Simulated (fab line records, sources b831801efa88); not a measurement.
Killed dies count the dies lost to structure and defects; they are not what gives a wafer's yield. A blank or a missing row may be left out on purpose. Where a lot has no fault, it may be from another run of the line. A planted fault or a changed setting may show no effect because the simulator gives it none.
2 desks, one fault | flow gf180mcu | each desk holds nothing but its own numbers, with what lay behind them at the end

AT THE METROLOGY DESK
What the gauges read for every lot (on any tool): the sampled wafers with a number, averaged. A lot is out of limits, marked OUT, if its mean lies more than 4 standard deviations from the usual mean; the brackets give that distance.
Columns: A = NWELL_OVL at GF_NWELL_OVL_MEAS_07, usual 1.0 nm; B = CONTACT_OVL at GF_CONTACT_OVL_MEAS_15, usual -1 nm; C = M3_OVL at GF_M3_OVL_MEAS_15, usual -1 nm; D = V3_OVL at GF_V3_OVL_MEAS_15, usual -1 nm
lot  | first seen here | A               | B   | C  | D
L564 | day 3 07:06     | 0.6             | -1  | -8 | 0
L565 | day 3 15:05     | -1.3            | 8   | -6 | -3
L567 | day 3 23:33     | 2.4             | -1  | -5 | -5
L568 | day 4 03:46     | 0.5             | 1   | -5 | -1
L569 | day 4 08:38     | 2.0             | -0  | 0  | 0
L570 | day 5 01:08     | 3.1             | -6  | 8  | -4
L571 | day 5 01:19     | -0.7            | -3  | -1 | -3
L572 | day 5 05:14     | 1.7             | 4   | 3  | -4
L573 | day 5 07:45     | 0.5             | 3   | 0  | 0
L574 | day 5 17:54     | 0.3             | 1   | -3 | -12
L575 | day 5 21:48     | -0.7            | -6  | -1 | 1
L579 | day 6 15:24     | -77.2 (-56) OUT | -11 | -3 | -0
L581 | day 7 03:49     | -78.7 (-57) OUT | -2  | -4 | -3
L585 | day 8 01:45     | 0.8             | -6  | -4 | -1
This desk's finding: out of limits on L579, L581; first on L579, day 6 15:24 (NWELL_OVL at GF_NWELL_OVL_MEAS_07). L564, L565, L567, L568, L569, L570, L571, L572, L573, L574, L575, L585 stayed within limits.

FOR THE TOOL OWNER'S DESK: iline_stepper-01
The tool's own readings at GF_NWELL_EXPOSE_04 (exposes mask Nwell, target cd 860 nm): means of the sampled wafers that have a number, for each lot that ran on this tool. A lot is out of limits, marked OUT, if its mean lies more than 4 standard deviations from the usual mean; the brackets give that distance.
Columns: A = reticle_temp_C at GF_NWELL_EXPOSE_04, usual 23.01 C
lot  | first seen here | A
L565 | day 3 09:19     | 23.03
L569 | day 4 01:52     | 22.90
L570 | day 4 18:14     | 23.14
L572 | day 4 23:01     | 23.07
L573 | day 5 01:27     | 22.98
L574 | day 5 10:58     | 23.05
L575 | day 5 15:42     | 22.96
L579 | day 6 08:38     | 23.07
L581 | day 6 20:31     | 22.97
This desk found nothing out of limits on any of the 9 lots.

TAKEN TOGETHER
L579, L581 would have let the metrology desk raise an alarm at day 6 15:24.
The tool owner's desk saw nothing out of limits.
The tool owner's desk has L579, L581 on record, within its limits.
On iline_stepper-01, each named lot ran GF_NWELL_EXPOSE_04.

WHAT THE SIMULATOR HAD INSERTED
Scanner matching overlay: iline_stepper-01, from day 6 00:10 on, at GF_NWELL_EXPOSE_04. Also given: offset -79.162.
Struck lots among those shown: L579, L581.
Per desk, hours elapsed from the start of the fault to the first reading out of limits: for the metrology desk, 15.
